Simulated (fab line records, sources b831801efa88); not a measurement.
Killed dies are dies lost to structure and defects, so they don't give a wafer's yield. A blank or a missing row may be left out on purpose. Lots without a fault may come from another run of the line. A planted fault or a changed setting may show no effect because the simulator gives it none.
fab line records | flow gf180mcu
record lots=5 wafers=15 last_day=34
route steps=602 shown HV_LDD@181
lots that met no fault: from a run of the same line without faults
start_h: hours from the record's first day to the start of the lot's first wafer shown | wait_h: hours since the lot's step before | " the same as in the row above | L1.1+2: a row that stands for several wafers | - no value, or no start given | * or withheld: withheld | < > ~ a bound
route shown NAME@n: a module of which the file shows steps, and the number in the route of the first | usual: mean/standard deviation of fault-free wafers | same: alike in all rows | chamber/n: place in a boat | sites: the reading at each site | _std_site: their standard deviation | _edge_site: outer sites' mean less inner sites' | radius_mm: how far each site lies from the wafer's centre | mask NAME#n: copy n | behind: the tool/chamber that last shaped the wafer | hold: why the lot was held/for how many hours/how that ended | device: the transistor (n, p or np) that didn't switch | end of line: the same wafers' tests at the end of the route | a step without rows: its recipe alone | killed: dies lost to structure and defects at the first sort, not the wafer's yield | map: a wafer's dies, x killed, . not, _ none there
set.NAME: the setting as run; set.NAME@STEP: as run at that earlier step | model.NAME: the simulator's own value behind a step, which no gauge read
lots at some steps of the route; a table a step, a row a wafer
services: from which hour (start_h, from the record's first day; less than 0 if before it) a tool's chamber was out of use, for how many hours, and why
## steps
# step GF_HV_LDD_PEB_05
# recipe temp_c=withheld time_s=* resist=NOVOLAK
# usual chill_plate_temp_C=* exhaust_pa=45.0/0.91
# same time_s=*
# columns lot.wafer tool chamber start_h wait_h chill_plate_temp_C exhaust_pa
L081.1 litho_track-01 0 - - * 45.8
L081.4 " 0 " " * 44.8
L081.5 " 0 " " * 44.8
L084.4 litho_track-01 0 - - * 45.2
L084.5 " 0 " " * 45.7
L084.6 " 0 " " * 45.4
L088.1 litho_track-04 0 - - * 45.9
L088.3 " 0 " " * 45.2
L088.6 " 0 " " * 44.0
L092.1 litho_track-04 0 - - * 44.8
L092.3 " 0 " " * 46.0
L092.5 " 0 " " * 45.6
L097.4 litho_track-01 0 - - * 44.3
L097.5 " 0 " " * 43.9
L097.6 " 0 " " * 43.1
# step GF_HV_LDD_DEVELOP_06
# recipe develop_time_s=60 dev_temp_c=23
# usual chill_plate_temp_C=23.01/0.1 exhaust_pa=44.9/0.79
# columns lot.wafer tool chamber start_h wait_h chill_plate_temp_C exhaust_pa
L081.1 litho_track-01 0 271.98 0.1 23.13 43.3
L081.4 " 0 " " 23.24 44.6
L081.5 " 0 " " 22.99 44.8
L084.4 litho_track-01 0 297.36 0.1 22.90 45.3
L084.5 " 0 " " 22.95 43.8
L084.6 " 0 " " 23.02 46.1
L088.1 litho_track-04 0 323.22 0.1 22.93 45.6
L088.3 " 0 " " 23.09 44.9
L088.6 " 0 " " 22.95 44.5
L092.1 litho_track-04 0 352.37 0.1 22.86 45.0
L092.3 " 0 " " 22.87 44.7
L092.5 " 0 " " 23.13 46.1
L097.4 litho_track-01 0 390.71 0.1 23.13 46.1
L097.5 " 0 " " 23.13 45.8
L097.6 " 0 " " 23.03 45.3
# step GF_HV_LDD_CD_MEAS_07
# recipe target_cd_nm=400
# usual cd_nm=399.5/2.3
# columns lot.wafer tool chamber start_h wait_h cd_nm
L081.1 cd_sem-01 - 272.13 0.1 403.4
L081.4 " - " " 404.3
L081.5 " - " " 402.1
L084.4 cd_sem-02 - 297.49 0.1 399.0
L084.5 " - " " 398.2
L084.6 " - " " 395.4
L088.1 cd_sem-01 - 323.37 0.1 398.9
L088.3 " - " " 395.4
L088.6 " - " " 398.3
L092.1 cd_sem-02 - 352.52 0.1 401.3
L092.3 " - " " 400.2
L092.5 " - " " 397.3
L097.4 cd_sem-02 - 390.84 0.1 399.4
L097.5 " - " " 398.3
L097.6 " - " " 399.0
# step GF_HV_LDD_OVL_MEAS_08
# usual HV_LDD_OVL=1.1/1.3
# columns lot.wafer tool chamber start_h wait_h HV_LDD_OVL[nm]
L081.1 overlay-02 - 272.25 0.1 -0.8
L081.4 " - " " 2.6
L081.5 " - " " 3.5
L084.4 overlay-02 - 297.57 0.1 0.8
L084.5 " - " " 0.4
L084.6 " - " " 0.3
L088.1 overlay-02 - 323.49 0.1 0.2
L088.3 " - " " -0.2
L088.6 " - " " -0.6
L092.1 overlay-02 - 352.64 0.1 1.5
L092.3 " - " " 3.2
L092.5 " - " " 3.9
L097.4 overlay-02 - 390.92 0.1 1.0
L097.5 " - " " 0.8
L097.6 " - " " 3.5
# step GF_HV_LDD_IMPLANT_09
# recipe species=As energy_kev=40 dose_cm2=1e+14 tilt_deg=7
# columns lot.wafer tool chamber start_h wait_h
L081.1+4+5 implanter-02 0 272.29 0.0
L084.4+5+6 implanter-01 0 297.66 0.1
L088.1+3+6 implanter-04 0 323.53 0.0
L092.1+3+5 implanter-02 0 352.68 0.0
L097.4+5+6 implanter-02 0 391.01 0.1
# step GF_HV_LDD_STRIP_10
# recipe chemistry=O2/N2 power_w=1400 pressure_mtorr=1500 platen_temp_c=250 o2_flow_sccm=3000 n2_flow_sccm=300 overash_fraction=0.5
# usual drypump_motor_current_A=5.7/0.33 heater_power_w=311/36 oes_product_au=0.715/0.0043 strip_time_to_endpoint_s=12.63/0.034
# columns lot.wafer tool chamber start_h wait_h drypump_motor_current_A heater_power_w oes_product_au rf_hours_counter_h strip_time_to_endpoint_s
L081.1 plasma_asher-01 0 272.44 0.1 5.5 287 0.716 61 12.64
L081.4 " 1 " " 5.7 361 0.721 - 12.66
L081.5 " 1 " " 5.7 364 0.715 - 12.63
L084.4 plasma_asher-03 0 297.77 0.1 5.6 281 0.708 - 12.59
L084.5 " 1 " " 5.6 306 0.712 - 12.60
L084.6 " 0 " " 5.6 271 0.713 - 12.64
L088.1 plasma_asher-01 0 323.68 0.1 5.5 277 0.712 66 12.67
L088.3 " 0 " " 5.5 288 0.725 - 12.64
L088.6 " 0 " " 5.5 284 0.711 - 12.64
L092.1 plasma_asher-01 0 352.83 0.1 5.5 283 0.711 69 12.68
L092.3 " 1 " " 5.7 365 0.714 - 12.64
L092.5 " 0 " " 5.5 281 0.707 - 12.61
L097.4 plasma_asher-01 0 391.12 0.1 5.5 271 0.713 - 12.61
L097.5 " 0 " " 5.5 282 0.722 - 12.63
L097.6 " 1 " " 5.7 350 0.715 - 12.66
# step GF_HV_LDD_TW_MEAS_11
# usual HV_LDD_TW=2419/16
# columns lot.wafer tool chamber start_h wait_h HV_LDD_TW
L081.1 film_metro-04 - 272.54 0.1 2425
L081.4 " - " " 2431
L081.5 " - " " 2422
L084.4 film_metro-03 - 297.87 0.1 2438
L084.5 " - " " 2445
L084.6 " - " " 2433
L088.1 film_metro-01 - 323.78 0.1 2398
L088.3 " - " " 2418
L088.6 " - " " 2412
L092.1 film_metro-03 - 352.93 0.1 2438
L092.3 " - " " 2435
L092.5 " - " " 2424
L097.4 film_metro-01 - 391.22 0.1 2413
L097.5 " - " " 2414
L097.6 " - " " 2394
# step GF_HV_LDD_DEHYDRATE_12
# recipe temp_c=200 time_s=60
# usual chill_plate_temp_C=22.99/0.093 exhaust_pa=44.9/0.87
# same time_s=60
# columns lot.wafer tool chamber start_h wait_h chill_plate_temp_C exhaust_pa
L081.1 litho_track-01 0 281.73 9.2 23.04 44.1
L081.4 " 0 " " 22.85 44.2
L081.5 " 0 " " 22.99 44.3
L084.4 litho_track-03 0 307.09 9.2 22.79 45.4
L084.5 " 0 " " 22.99 44.5
L084.6 " 0 " " 22.90 44.6
L088.1 litho_track-01 0 333.88 10.1 22.92 44.6
L088.3 " 0 " " 22.79 45.8
L088.6 " 0 " " 22.95 45.5
L092.1 litho_track-01 0 363.03 10.1 23.02 45.3
L092.3 " 0 " " 22.95 44.9
L092.5 " 0 " " 22.99 45.2
L097.4 litho_track-03 0 402.24 11.0 22.90 43.5
L097.5 " 0 " " 22.87 43.1
L097.6 " 0 " " 23.02 43.3
# step GF_HV_LDD_HMDS_13
# recipe prime_time_s=60 prime_temp_c=120
# usual chill_plate_temp_C=23.00/0.12 exhaust_pa=45.0/0.83 prime_temp_c=119.98/0.15
# columns lot.wafer tool chamber start_h wait_h chill_plate_temp_C exhaust_pa prime_temp_c
L081.1 litho_track-01 0 281.88 0.1 23.18 44.8 119.98
L081.4 " 0 " " 22.97 44.8 119.95
L081.5 " 0 " " 23.06 44.4 120.00
L084.4 litho_track-03 0 307.24 0.1 23.07 44.0 120.08
L084.5 " 0 " " 22.94 45.3 120.14
L084.6 " 0 " " 22.87 45.8 119.99
L088.1 litho_track-01 0 334.03 0.1 22.81 44.8 119.82
L088.3 " 0 " " 22.96 44.5 119.67
L088.6 " 0 " " 23.12 43.5 119.89
L092.1 litho_track-01 0 363.18 0.1 23.13 45.8 120.20
L092.3 " 0 " " 23.06 45.8 120.08
L092.5 " 0 " " 23.00 45.4 120.02
L097.4 litho_track-03 0 402.39 0.1 22.94 44.3 119.89
L097.5 " 0 " " 22.87 43.8 120.09
L097.6 " 0 " " 23.01 43.8 120.10
# step GF_HV_LDD_COAT_14
# recipe resist=NOVOLAK spin_rpm=3000 resist_thk_nm=1000
# usual chill_plate_temp_C=23.00/0.099 exhaust_pa=45.1/0.86
# columns lot.wafer tool chamber start_h wait_h chill_plate_temp_C exhaust_pa
L081.1 litho_track-01 0 282.03 0.1 23.05 44.7
L081.4 " 0 " " 22.89 43.2
L081.5 " 0 " " 23.03 43.8
L084.4 litho_track-03 0 307.39 0.1 23.06 45.0
L084.5 " 0 " " 23.19 44.0
L084.6 " 0 " " 23.05 44.9
L088.1 litho_track-01 0 334.18 0.1 23.17 45.8
L088.3 " 0 " " 23.04 44.4
L088.6 " 0 " " 23.06 46.1
L092.1 litho_track-01 0 363.33 0.1 22.91 44.5
L092.3 " 0 " " 22.95 45.2
L092.5 " 0 " " 22.96 44.9
L097.4 litho_track-03 0 402.54 0.1 23.01 44.6
L097.5 " 0 " " 22.94 46.1
L097.6 " 0 " " 23.02 45.5
# step GF_HV_LDD_SOFTBAKE_15
# recipe temp_c=90 time_s=60 resist=NOVOLAK
# usual chill_plate_temp_C=23.01/0.11 exhaust_pa=44.9/0.82
# same time_s=60
# columns lot.wafer tool chamber start_h wait_h chill_plate_temp_C exhaust_pa
L081.1 litho_track-01 0 282.18 0.1 23.06 45.8
L081.4 " 0 " " 23.09 45.9
L081.5 " 0 " " 23.09 45.2
L084.4 litho_track-03 0 307.54 0.1 23.00 46.3
L084.5 " 0 " " 23.24 45.7
L084.6 " 0 " " 23.02 45.8
L088.1 litho_track-01 0 334.33 0.1 22.92 45.4
L088.3 " 0 " " 23.10 45.2
L088.6 " 0 " " 23.10 44.7
L092.1 litho_track-01 0 363.48 0.1 22.97 44.3
L092.3 " 0 " " 22.82 43.5
L092.5 " 0 " " 23.02 44.2
L097.4 litho_track-03 0 402.69 0.1 23.07 45.5
L097.5 " 0 " " 23.14 43.2
L097.6 " 0 " " 23.12 45.1
# step GF_HV_LDD_EXPOSE_16
# recipe mask_id=Pplus_LV_AREA target_cd_nm=400 na=0.6 source_shape=conventional sigma_outer=0.6 dose_mj=140
# usual stage_vel_mm_s=500.04/0.26
# same sigma_outer=0.6
# columns lot.wafer tool chamber start_h wait_h mask stage_vel_mm_s
L081.1 iline_stepper-02 0 - - Pplus_LV_AREA#0 500.06
L081.4 " 0 " " Pplus_LV_AREA#0 500.40
L081.5 " 0 " " Pplus_LV_AREA#0 500.39
L084.4 iline_stepper-02 0 - - Pplus_LV_AREA#0 500.11
L084.5 " 0 " " Pplus_LV_AREA#0 500.12
L084.6 " 0 " " Pplus_LV_AREA#0 500.12
L088.1 iline_stepper-02 0 - - Pplus_LV_AREA#0 499.84
L088.3 " 0 " " Pplus_LV_AREA#0 500.25
L088.6 " 0 " " Pplus_LV_AREA#0 500.53
L092.1 iline_stepper-01 0 - - Pplus_LV_AREA#0 499.89
L092.3 " 0 " " Pplus_LV_AREA#0 500.04
L092.5 " 0 " " Pplus_LV_AREA#0 499.70
L097.4 iline_stepper-01 0 - - Pplus_LV_AREA#0 499.97
L097.5 " 0 " " Pplus_LV_AREA#0 500.30
L097.6 " 0 " " Pplus_LV_AREA#0 500.05
# step GF_HV_LDD_PEB_17
# recipe temp_c=withheld time_s=* resist=NOVOLAK
# usual chill_plate_temp_C=* exhaust_pa=45.0/1.1
# same time_s=*
# columns lot.wafer tool chamber start_h wait_h chill_plate_temp_C exhaust_pa
L081.1 litho_track-04 0 - - * 44.8
L081.4 " 0 " " * 44.4
L081.5 " 0 " " * 45.6
L084.4 litho_track-04 0 - - * 45.3
L084.5 " 0 " " * 46.1
L084.6 " 0 " " * 46.8
L088.1 litho_track-03 0 - - * 43.4
L088.3 " 0 " " * 42.9
L088.6 " 0 " " * 43.7
L092.1 litho_track-03 0 - - * 44.1
L092.3 " 0 " " * 46.6
L092.5 " 0 " " * 44.4
L097.4 litho_track-01 0 - - * 46.3
L097.5 " 0 " " * 45.6
L097.6 " 0 " " * 46.4
# step GF_HV_LDD_DEVELOP_18
# recipe develop_time_s=57.12 dev_temp_c=23
# usual chill_plate_temp_C=23.01/0.11 exhaust_pa=45.0/0.99
# columns lot.wafer tool chamber start_h wait_h chill_plate_temp_C exhaust_pa
L081.1 litho_track-04 0 292.17 0.1 23.00 45.5
L081.4 " 0 " " 23.09 47.0
L081.5 " 0 " " 23.06 43.8
L084.4 litho_track-04 0 318.40 0.1 22.80 45.8
L084.5 " 0 " " 22.91 44.9
L084.6 " 0 " " 22.85 45.9
L088.1 litho_track-03 0 344.92 0.1 23.04 45.4
L088.3 " 0 " " 23.06 44.7
L088.6 " 0 " " 22.82 45.5
L092.1 litho_track-03 0 374.26 0.1 23.09 44.6
L092.3 " 0 " " 23.06 44.8
L092.5 " 0 " " 23.19 44.7
L097.4 litho_track-01 0 413.80 0.1 23.09 47.3
L097.5 " 0 " " 22.95 46.5
L097.6 " 0 " " 23.01 44.7
# step GF_HV_LDD_CD_MEAS_19
# recipe target_cd_nm=400
# usual cd_nm=394.6/2.4
# columns lot.wafer tool chamber start_h wait_h cd_nm
L081.1 cd_sem-01 - 292.32 0.1 391.1
L081.4 " - " " 390.4
L081.5 " - " " 393.4
L084.4 cd_sem-01 - 318.53 0.1 395.2
L084.5 " - " " 393.5
L084.6 " - " " 395.2
L088.1 cd_sem-01 - 345.07 0.1 394.0
L088.3 " - " " 393.4
L088.6 " - " " 394.2
L092.1 cd_sem-02 - 374.41 0.1 393.3
L092.3 " - " " 395.8
L092.5 " - " " 395.6
L097.4 cd_sem-01 - 413.94 0.1 395.8
L097.5 " - " " 395.5
L097.6 " - " " 397.5
# step GF_HV_LDD_OVL_MEAS_20
# usual HV_LDD_01_OVL=0.2/1.5
# columns lot.wafer tool chamber start_h wait_h HV_LDD_01_OVL[nm]
L081.1 overlay-02 - 292.44 0.1 3.7
L081.4 " - " " 3.4
L081.5 " - " " 2.7
L084.4 overlay-01 - 318.61 0.1 -1.2
L084.5 " - " " 0.9
L084.6 " - " " 0.5
L088.1 overlay-01 - 345.19 0.1 3.1
L088.3 " - " " 2.8
L088.6 " - " " 0.4
L092.1 overlay-02 - 374.53 0.1 0.3
L092.3 " - " " 1.1
L092.5 " - " " 0.5
L097.4 overlay-02 - 414.02 0.1 0.4
L097.5 " - " " -0.9
L097.6 " - " " -0.1
# step GF_HV_LDD_IMPLANT_21
# recipe species=BF2 energy_kev=25 dose_cm2=5e+13 tilt_deg=7
# columns lot.wafer tool chamber start_h wait_h
L081.1+4+5 implanter-02 0 292.48 0.0
L084.4+5+6 implanter-01 0 318.70 0.1
L088.1+3+6 implanter-02 0 345.22 0.0
L092.1+3+5 implanter-04 0 374.57 0.0
L097.4+5+6 implanter-01 0 414.11 0.1
# step GF_HV_LDD_STRIP_22
# recipe chemistry=O2/N2 power_w=1400 pressure_mtorr=1500 platen_temp_c=250 o2_flow_sccm=3000 n2_flow_sccm=300 overash_fraction=0.5
# usual drypump_motor_current_A=5.9/0.41 heater_power_w=309/35 oes_product_au=0.716/0.0043 strip_time_to_endpoint_s=12.64/0.038
# columns lot.wafer tool chamber start_h wait_h drypump_motor_current_A heater_power_w oes_product_au rf_hours_counter_h strip_time_to_endpoint_s
L081.1 plasma_asher-03 0 292.63 0.1 5.6 280 0.713 63 12.69
L081.4 " 1 " " 5.6 310 0.712 - 12.68
L081.5 " 0 " " 5.6 280 0.720 - 12.67
L084.4 plasma_asher-01 0 318.81 0.1 5.5 279 0.718 - 12.63
L084.5 " 1 " " 5.7 353 0.714 - 12.65
L084.6 " 0 " " 5.5 283 0.721 - 12.62
L088.1 plasma_asher-02 1 345.37 0.1 6.6 281 0.712 58 12.64
L088.3 " 0 " " 6.3 354 0.716 - 12.62
L088.6 " 0 " " 6.3 361 0.719 - 12.61
L092.1 plasma_asher-03 0 374.72 0.1 5.6 271 0.719 72 12.67
L092.3 " 1 " " 5.6 298 0.715 - 12.65
L092.5 " 1 " " 5.6 302 0.721 - 12.64
L097.4 plasma_asher-02 0 414.22 0.1 6.3 352 0.717 - 12.62
L097.5 " 0 " " 6.3 346 0.723 - 12.59
L097.6 " 1 " " 6.6 278 0.722 - 12.61
# step GF_HV_LDD_TW_MEAS_23
# usual HV_LDD_2_TW=1058/6.3
# columns lot.wafer tool chamber start_h wait_h HV_LDD_2_TW
L081.1 film_metro-03 - 292.73 0.1 1065
L081.4 " - " " 1068
L081.5 " - " " 1066
L084.4 film_metro-03 - 318.91 0.1 1067
L084.5 " - " " 1063
L084.6 " - " " 1062
L088.1 film_metro-01 - 345.47 0.1 1053
L088.3 " - " " 1049
L088.6 " - " " 1052
L092.1 film_metro-04 - 374.82 0.1 1062
L092.3 " - " " 1060
L092.5 " - " " 1060
L097.4 film_metro-03 - 414.32 0.1 1071
L097.5 " - " " 1069
L097.6 " - " " 1065
# step GF_HV_LDD_DEHYDRATE_24
# recipe temp_c=200 time_s=60
# usual chill_plate_temp_C=23.01/0.1 exhaust_pa=45.0/0.9
# same time_s=60
# columns lot.wafer tool chamber start_h wait_h chill_plate_temp_C exhaust_pa
L081.1 litho_track-01 0 301.58 8.8 22.95 45.6
L081.4 " 0 " " 23.11 45.3
L081.5 " 0 " " 23.15 46.3
L084.4 litho_track-03 0 328.94 10.0 23.14 45.6
L084.5 " 0 " " 22.95 45.2
L084.6 " 0 " " 23.09 44.6
L088.1 litho_track-01 0 356.03 10.5 22.96 43.5
L088.3 " 0 " " 22.97 43.6
L088.6 " 0 " " 22.93 44.6
L092.1 litho_track-03 0 385.36 10.5 22.88 46.2
L092.3 " 0 " " 22.94 46.0
L092.5 " 0 " " 23.03 45.7
L097.4 litho_track-04 0 426.15 11.8 22.85 44.1
L097.5 " 0 " " 22.88 44.5
L097.6 " 0 " " 23.07 44.9
# step GF_HV_LDD_HMDS_25
# recipe prime_time_s=60 prime_temp_c=120
# usual chill_plate_temp_C=22.99/0.11 exhaust_pa=44.6/0.82 prime_temp_c=119.99/0.13
# columns lot.wafer tool chamber start_h wait_h chill_plate_temp_C exhaust_pa prime_temp_c
L081.1 litho_track-01 0 301.73 0.1 22.97 44.5 120.25
L081.4 " 0 " " 23.02 44.1 120.12
L081.5 " 0 " " 23.02 43.8 119.90
L084.4 litho_track-03 0 329.09 0.1 22.90 44.7 119.94
L084.5 " 0 " " 22.93 44.5 119.91
L084.6 " 0 " " 23.00 43.2 119.94
L088.1 litho_track-01 0 356.18 0.1 22.88 44.7 119.99
L088.3 " 0 " " 22.91 42.6 119.97
L088.6 " 0 " " 22.87 45.1 119.98
L092.1 litho_track-03 0 385.51 0.1 23.00 45.2 119.92
L092.3 " 0 " " 23.01 43.1 119.96
L092.5 " 0 " " 22.97 44.2 119.88
L097.4 litho_track-04 0 426.30 0.1 23.23 44.0 120.05
L097.5 " 0 " " 23.18 45.3 120.02
L097.6 " 0 " " 23.01 44.8 120.17
# step GF_HV_LDD_COAT_26
# recipe resist=NOVOLAK spin_rpm=3000 resist_thk_nm=1000
# usual chill_plate_temp_C=23.00/0.098 exhaust_pa=44.9/0.94
# columns lot.wafer tool chamber start_h wait_h chill_plate_temp_C exhaust_pa
L081.1 litho_track-01 0 301.88 0.1 23.06 44.9
L081.4 " 0 " " 23.11 44.2
L081.5 " 0 " " 23.15 43.9
L084.4 litho_track-03 0 329.24 0.1 23.09 45.2
L084.5 " 0 " " 22.99 45.4
L084.6 " 0 " " 23.03 45.2
L088.1 litho_track-01 0 356.33 0.1 22.87 46.4
L088.3 " 0 " " 23.05 47.0
L088.6 " 0 " " 23.04 47.1
L092.1 litho_track-03 0 385.66 0.1 22.86 44.8
L092.3 " 0 " " 22.90 45.6
L092.5 " 0 " " 22.80 43.8
L097.4 litho_track-04 0 426.45 0.1 23.10 44.4
L097.5 " 0 " " 23.04 45.5
L097.6 " 0 " " 23.05 45.1
# step GF_HV_LDD_SOFTBAKE_27
# recipe temp_c=90 time_s=60 resist=NOVOLAK
# usual chill_plate_temp_C=22.98/0.11 exhaust_pa=44.9/0.89
# same time_s=60
# columns lot.wafer tool chamber start_h wait_h chill_plate_temp_C exhaust_pa
L081.1 litho_track-01 0 302.03 0.1 22.99 43.5
L081.4 " 0 " " 22.91 42.9
L081.5 " 0 " " 22.86 42.8
L084.4 litho_track-03 0 329.39 0.1 22.99 45.0
L084.5 " 0 " " 23.24 45.3
L084.6 " 0 " " 23.35 45.2
L088.1 litho_track-01 0 356.48 0.1 23.05 44.9
L088.3 " 0 " " 22.89 45.3
L088.6 " 0 " " 23.04 45.5
L092.1 litho_track-03 0 385.81 0.1 22.99 44.7
L092.3 " 0 " " 22.94 45.5
L092.5 " 0 " " 22.95 46.1
L097.4 litho_track-04 0 426.60 0.1 22.97 44.6
L097.5 " 0 " " 23.02 44.1
L097.6 " 0 " " 22.97 44.8
# step GF_HV_LDD_EXPOSE_28
# recipe mask_id=Nplus_HV_AREA target_cd_nm=400 na=0.6 source_shape=conventional sigma_outer=0.6 dose_mj=140
# usual stage_vel_mm_s=499.97/0.22
# same sigma_outer=0.6
# columns lot.wafer tool chamber start_h wait_h mask stage_vel_mm_s
L081.1 iline_stepper-02 0 - - Nplus_HV_AREA#0 499.84
L081.4 " 0 " " Nplus_HV_AREA#0 499.73
L081.5 " 0 " " Nplus_HV_AREA#0 500.10
L084.4 iline_stepper-01 0 - - Nplus_HV_AREA#0 500.05
L084.5 " 0 " " Nplus_HV_AREA#0 500.41
L084.6 " 0 " " Nplus_HV_AREA#0 499.75
L088.1 iline_stepper-01 0 - - Nplus_HV_AREA#0 500.31
L088.3 " 0 " " Nplus_HV_AREA#0 500.17
L088.6 " 0 " " Nplus_HV_AREA#0 500.26
L092.1 iline_stepper-02 0 - - Nplus_HV_AREA#0 499.96
L092.3 " 0 " " Nplus_HV_AREA#0 499.68
L092.5 " 0 " " Nplus_HV_AREA#0 499.70
L097.4 iline_stepper-01 0 - - Nplus_HV_AREA#0 500.26
L097.5 " 0 " " Nplus_HV_AREA#0 500.28
L097.6 " 0 " " Nplus_HV_AREA#0 499.99
# step GF_HV_LDD_PEB_29
# recipe temp_c=withheld time_s=* resist=NOVOLAK
# usual chill_plate_temp_C=* exhaust_pa=44.9/0.82
# same time_s=*
# columns lot.wafer tool chamber start_h wait_h chill_plate_temp_C exhaust_pa
L081.1 litho_track-01 0 - - * 45.0
L081.4 " 0 " " * 44.9
L081.5 " 0 " " * 45.3
L084.4 litho_track-03 0 - - * 45.9
L084.5 " 0 " " * 44.3
L084.6 " 0 " " * 45.4
L088.1 litho_track-03 0 - - * 45.5
L088.3 " 0 " " * 45.2
L088.6 " 0 " " * 44.0
L092.1 litho_track-04 0 - - * 43.3
L092.3 " 0 " " * 43.9
L092.5 " 0 " " * 44.3
L097.4 litho_track-03 0 - - * 44.8
L097.5 " 0 " " * 44.9
L097.6 " 0 " " * 44.9
# step GF_HV_LDD_DEVELOP_30
# recipe develop_time_s=60 dev_temp_c=23
# usual chill_plate_temp_C=22.98/0.11 exhaust_pa=45.1/0.87
# columns lot.wafer tool chamber start_h wait_h chill_plate_temp_C exhaust_pa
L081.1 litho_track-01 0 312.38 0.1 22.94 44.5
L081.4 " 0 " " 23.01 43.6
L081.5 " 0 " " 23.07 44.4
L084.4 litho_track-03 0 340.09 0.1 23.12 44.5
L084.5 " 0 " " 22.99 43.3
L084.6 " 0 " " 23.09 44.8
L088.1 litho_track-03 0 367.27 0.1 23.04 43.6
L088.3 " 0 " " 23.08 44.2
L088.6 " 0 " " 23.14 43.2
L092.1 litho_track-04 0 397.32 0.1 23.05 45.2
L092.3 " 0 " " 23.11 46.2
L092.5 " 0 " " 22.95 44.3
L097.4 litho_track-03 0 438.79 0.1 22.84 45.8
L097.5 " 0 " " 22.80 45.9
L097.6 " 0 " " 22.90 45.6
# step GF_HV_LDD_CD_MEAS_31
# recipe target_cd_nm=400
# usual cd_nm=399.6/2.6
# columns lot.wafer tool chamber start_h wait_h cd_nm
L081.1 cd_sem-01 - 312.53 0.1 402.7
L081.4 " - " " 401.5
L081.5 " - " " 401.3
L084.4 cd_sem-01 - 340.23 0.1 403.1
L084.5 " - " " 403.1
L084.6 " - " " 402.1
L088.1 cd_sem-02 - 367.42 0.1 396.2
L088.3 " - " " 396.3
L088.6 " - " " 397.8
L092.1 cd_sem-02 - 397.47 0.1 404.1
L092.3 " - " " 403.9
L092.5 " - " " 404.3
L097.4 cd_sem-01 - 438.92 0.1 400.6
L097.5 " - " " 399.8
L097.6 " - " " 397.7
# step GF_HV_LDD_OVL_MEAS_32
# usual HV_LDD_02_OVL=0.0/1.5
# columns lot.wafer tool chamber start_h wait_h HV_LDD_02_OVL[nm]
L081.1 overlay-02 - 312.65 0.1 2.1
L081.4 " - " " 1.6
L081.5 " - " " 1.0
L084.4 overlay-02 - 340.30 0.1 -2.2
L084.5 " - " " 1.6
L084.6 " - " " 0.7
L088.1 overlay-02 - 367.54 0.1 0.0
L088.3 " - " " 0.2
L088.6 " - " " -1.2
L092.1 overlay-02 - 397.59 0.1 -1.3
L092.3 " - " " -0.2
L092.5 " - " " 2.2
L097.4 overlay-01 - 439.00 0.1 -0.4
L097.5 " - " " -0.3
L097.6 " - " " -1.7
# step GF_HV_LDD_IMPLANT_33
# recipe species=P energy_kev=60 dose_cm2=7.5e+12 tilt_deg=30 rotation_deg=0
# usual rotation_deg=-0.004/0.02
# columns lot.wafer tool chamber start_h wait_h rotation_deg
L081.1 implanter-04 0 312.69 0.0 -0.010
L081.4 " 0 " " -0.007
L081.5 " 0 " " -0.017
L084.4 implanter-01 0 340.40 0.1 -0.002
L084.5 " 0 " " 0.000
L084.6 " 0 " " -0.002
L088.1 implanter-02 0 367.57 0.0 -0.019
L088.3 " 0 " " -0.003
L088.6 " 0 " " 0.004
L092.1 implanter-01 0 397.63 0.0 -0.020
L092.3 " 0 " " -0.002
L092.5 " 0 " " -0.005
L097.4 implanter-01 0 439.09 0.1 0.012
L097.5 " 0 " " 0.017
L097.6 " 0 " " 0.026
# step GF_HV_LDD_IMPLANT_34
# recipe species=P energy_kev=60 dose_cm2=7.5e+12 tilt_deg=30 rotation_deg=90
# usual rotation_deg=89.998/0.02
# columns lot.wafer tool chamber start_h wait_h rotation_deg
L081.1 implanter-04 0 312.84 0.1 90.002
L081.4 " 0 " " 90.004
L081.5 " 0 " " 90.015
L084.4 implanter-01 0 340.55 0.1 90.001
L084.5 " 0 " " 90.013
L084.6 " 0 " " 90.037
L088.1 implanter-02 0 367.72 0.1 90.020
L088.3 " 0 " " 89.958
L088.6 " 0 " " 89.988
L092.1 implanter-01 0 397.78 0.1 89.993
L092.3 " 0 " " 89.979
L092.5 " 0 " " 89.993
L097.4 implanter-01 0 439.24 0.1 90.032
L097.5 " 0 " " 89.981
L097.6 " 0 " " 90.022
# step GF_HV_LDD_IMPLANT_35
# recipe species=P energy_kev=60 dose_cm2=7.5e+12 tilt_deg=30 rotation_deg=180
# usual rotation_deg=180.00/0.03
# columns lot.wafer tool chamber start_h wait_h rotation_deg
L081.1 implanter-04 0 312.99 0.1 180.07
L081.4 " 0 " " 180.03
L081.5 " 0 " " 180.02
L084.4 implanter-01 0 340.70 0.1 179.98
L084.5 " 0 " " 179.96
L084.6 " 0 " " 179.99
L088.1 implanter-02 0 367.87 0.1 180.02
L088.3 " 0 " " 179.97
L088.6 " 0 " " 180.09
L092.1 implanter-01 0 397.93 0.1 180.02
L092.3 " 0 " " 180.00
L092.5 " 0 " " 180.02
L097.4 implanter-01 0 439.39 0.1 180.07
L097.5 " 0 " " 180.00
L097.6 " 0 " " 180.05
# step GF_HV_LDD_IMPLANT_36
# recipe species=P energy_kev=60 dose_cm2=7.5e+12 tilt_deg=30 rotation_deg=270
# usual rotation_deg=270.01/0.039
# columns lot.wafer tool chamber start_h wait_h rotation_deg
L081.1 implanter-04 0 313.14 0.1 270.07
L081.4 " 0 " " 270.07
L081.5 " 0 " " 269.93
L084.4 implanter-01 0 340.85 0.1 270.00
L084.5 " 0 " " 270.01
L084.6 " 0 " " 269.95
L088.1 implanter-02 0 368.02 0.1 269.99
L088.3 " 0 " " 270.05
L088.6 " 0 " " 270.03
L092.1 implanter-01 0 398.08 0.1 270.00
L092.3 " 0 " " 270.00
L092.5 " 0 " " 269.96
L097.4 implanter-01 0 439.54 0.1 270.09
L097.5 " 0 " " 270.02
L097.6 " 0 " " 269.92
## services
# columns tool chamber start_h hours kind
plasma_asher-01 - 250.25 5.4 repair
plasma_asher-03 - 253.11 10.0 pm
implanter-04 - 258.90 3.2 pm
plasma_asher-02 - 262.11 3.1 repair
implanter-04 - 279.67 23.8 repair
implanter-02 - 294.31 2.3 repair
implanter-02 - 295.19 3.7 repair
plasma_asher-02 - 296.12 0.3 repair
iline_stepper-02 0 311.26 - calibration
iline_stepper-02 - 312.18 1.7 pm
iline_stepper-01 - 313.85 2.1 pm
iline_stepper-01 - 315.93 - consumable_replace:lamp
implanter-04 - 332.90 3.6 repair
implanter-04 - 338.47 18.2 repair
plasma_asher-03 - 353.70 2.9 repair
plasma_asher-01 - 358.21 3.0 repair
implanter-02 - 375.52 3.2 pm
plasma_asher-03 - 388.57 5.4 repair
iline_stepper-02 - 407.49 6.9 repair
plasma_asher-01 - 421.32 9.0 pm
implanter-04 - 421.47 0.7 repair
implanter-01 - 422.74 4.2 pm
iline_stepper-02 - 423.97 8.9 pm
litho_track-01 - 427.27 - consumable_replace:filter
## key
fault none
